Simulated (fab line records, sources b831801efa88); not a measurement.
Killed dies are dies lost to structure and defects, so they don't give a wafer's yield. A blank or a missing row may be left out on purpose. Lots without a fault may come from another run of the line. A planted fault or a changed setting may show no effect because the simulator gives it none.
Which tool did it? | flow sky130 | 6 lots, 18 wafers sampled, at 2 steps of a route of 708

WHAT THE GAUGES READ, wafer by wafer
SKY_GATE_OXIDE_THK_MEAS_02.
lot  | measured     | on            | GATE_OXIDE_OXIDATION_00_THK (nm)
L528 | day 13 11:11 | film_metro-03 | 10.15 10.11 10.20
L531 | day 14 07:50 | film_metro-01 | 10.26 10.43 10.26
L535 | day 16 00:13 | film_metro-03 | 10.56 10.51 10.60
L544 | day 19 04:07 | film_metro-03 | 17.43 17.12 17.23
L547 | day 20 00:13 | film_metro-01 | 10.11 9.86 10.10
L549 | day 20 11:54 | film_metro-02 | 10.37 10.42 10.41

WHICH TOOL RAN EACH LOT (tool, then ch and the chambers of the sampled wafers, then the start)
lot  | SKY_GATE_OXIDE_OXIDATION_01
L528 | furnace-01 ch 0, day 13 09:46
L531 | furnace-01 ch 0, day 14 06:25
L535 | furnace-02 ch 0, day 15 22:48
L544 | furnace-02 ch 0, day 19 00:22
L547 | furnace-01 ch 0, day 19 22:48
L549 | furnace-01 ch 0, day 20 10:28
- SKY_GATE_OXIDE_OXIDATION_01: stabilise 600 s, purge 300 s, target thk 10.268 nm.

THE ANSWER, worked out from the rows above alone
Rule: what is usual is taken from the lots themselves. Put in order of their means at a reading, lots are off if they are a third of the lots or fewer, leave a main group of 4 or more, and stand apart from it by a gap of 3 or more times the standard deviation of the main group's means; of several such gaps the widest counts. A main group whose means are all the same, to the digits that the tables above print for the reading, isn't used. A lot without any number at a reading at which 4 lots or more have one is off too. The other lots that the step has rows for count as sound.
Off: L544, at SKY_GATE_OXIDE_THK_MEAS_02 (GATE_OXIDE_OXIDATION_00_THK). The main group: mean 10.29 nm, standard deviation 0.19.
A tool fits if, at a process step before that reading, it ran every lot that is off, and no sound lot after the first of them. The gauges at SKY_GATE_OXIDE_THK_MEAS_02 are tried like those tools. Can't be told from this: 2 tools fit, furnace-02 at SKY_GATE_OXIDE_OXIDATION_01, film_metro-03 at SKY_GATE_OXIDE_THK_MEAS_02.

WHAT THE SIMULATOR HAD PUT IN
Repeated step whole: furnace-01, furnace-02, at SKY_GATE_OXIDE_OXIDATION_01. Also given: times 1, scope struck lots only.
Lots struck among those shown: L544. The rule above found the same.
